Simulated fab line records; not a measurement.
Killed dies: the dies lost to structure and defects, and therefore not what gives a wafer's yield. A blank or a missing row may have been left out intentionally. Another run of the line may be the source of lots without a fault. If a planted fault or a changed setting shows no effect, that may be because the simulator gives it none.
Matching of chambers / flow sky130 / SKY_VIA1_ETCH_14 on rie-diel-03 has 4 sister chambers
The step etches BARC in N2/H2, stops on SiO2, time 45.9 s, target depth 60 nm. 4 wafers are shown with their chamber, then 7 later ones without.

WAFERS PAIRED WITH THEIR CHAMBERS
wafer=L369.6; chamber=1; drypump-motor-current-A (A)=6.1
wafer=L383.6; chamber=2; drypump-motor-current-A (A)=5.7
wafer=L386.2; chamber=0; drypump-motor-current-A (A)=5.7
wafer=L386.4; chamber=3; drypump-motor-current-A (A)=5.3

WAFERS WITHOUT THEIR CHAMBER
wafer=L386.5; drypump-motor-current-A (A)=6.2
wafer=L388.3; drypump-motor-current-A (A)=5.7
wafer=L388.5; drypump-motor-current-A (A)=5.7
wafer=L388.6; drypump-motor-current-A (A)=6.1
wafer=L389.1; drypump-motor-current-A (A)=5.7
wafer=L389.4; drypump-motor-current-A (A)=5.7
wafer=L389.6; drypump-motor-current-A (A)=5.7

WHICH CHAMBER EACH WENT THROUGH
wafer=L386.5; from the rows above=1; in truth=1
wafer=L388.3; from the rows above=can't be placed: 0 or 2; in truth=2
wafer=L388.5; from the rows above=can't be placed: 0 or 2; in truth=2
wafer=L388.6; from the rows above=1; in truth=1
wafer=L389.1; from the rows above=can't be placed: 0 or 2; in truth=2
wafer=L389.4; from the rows above=can't be placed: 0 or 2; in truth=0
wafer=L389.6; from the rows above=can't be placed: 0 or 2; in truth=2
Correctly placed: 2 of 7. Cannot be placed on the basis of these rows: 5; the candidates contain the true chamber in 5. Placed wrongly: 0.
How it was worked out, from the rows above alone: a wafer's distance from a chamber is the root of the sum, over the readings, of the square of ((its reading less the chamber's mean) divided by the reading's scatter). If the next closest chamber is less than 2 further off than the closest, the wafer can't be placed; otherwise it belongs to the closest. A chamber's mean is the mean of its shown wafers. The scatter: root of mean squared gap, hidden wafer to nearest shown wafer, with one shown wafer a chamber.
